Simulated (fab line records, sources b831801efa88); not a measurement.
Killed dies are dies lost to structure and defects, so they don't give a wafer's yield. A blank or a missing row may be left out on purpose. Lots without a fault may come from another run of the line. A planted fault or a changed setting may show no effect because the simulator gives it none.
Chamber matching | flow sky130 | SKY_VIA4_CMP_21 on cmp-02: 4 sister chambers
The step polishes, stops on SiO2, t overpolish 25 s, target thk 0 nm. 8 wafers are shown with their chamber, then 7 later ones without.

WAFERS WITH THEIR CHAMBER
wafer  | chamber | motor_current_A (A) | time_to_endpoint_s (s)
L933.1 | 0       | 12.4                | 123
L933.4 | 2       | 10.9                | 127
L931.6 | 0       | 13.1                | 123
L932.3 | 1       | 10.8                | 132
L932.4 | 3       | 10.6                | 136
L932.5 | 2       | 10.8                | 129
L941.1 | 3       | 10.6                | 130
L941.3 | 1       | 11.3                | 123

WAFERS WITHOUT THEIR CHAMBER
wafer  | motor_current_A (A) | time_to_endpoint_s (s)
L941.6 | 11.1                | 126
L942.1 | 10.6                | 127
L942.3 | 12.8                | 126
L942.6 | 11.6                | 127
L950.1 | 9.8                 | 128
L950.3 | 11.6                | 125
L950.6 | 10.6                | 125

WHICH CHAMBER EACH WENT THROUGH
wafer  | from the rows above               | in truth
L941.6 | can't be placed: 1 or 2           | 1
L942.1 | can't be placed: 2 or 1 or 3      | 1
L942.3 | 0                                 | 0
L942.6 | can't be placed: 1 or 2 or 3      | 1
L950.1 | can't be placed: 3 or 2 or 1      | 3
L950.3 | can't be placed: 1 or 2 or 0 or 3 | 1
L950.6 | can't be placed: 2 or 1 or 3      | 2
Placed correctly: 1 of 7. Can't be placed from these rows: 6 (the true chamber is among the candidates in 6). Placed wrongly: 0.
How it was worked out, from the rows above alone: a wafer's distance from a chamber is the root of the sum, over the readings, of the square of ((its reading less the chamber's mean) divided by the reading's scatter). The wafer belongs to the nearest chamber; if the next one is less than 2 further off, it can't be placed. A chamber's mean is the mean of its shown wafers. The scatter: the root of (the sum of the squares of (reading less its chamber's mean) over the shown wafers, divided by (wafers less chambers)).
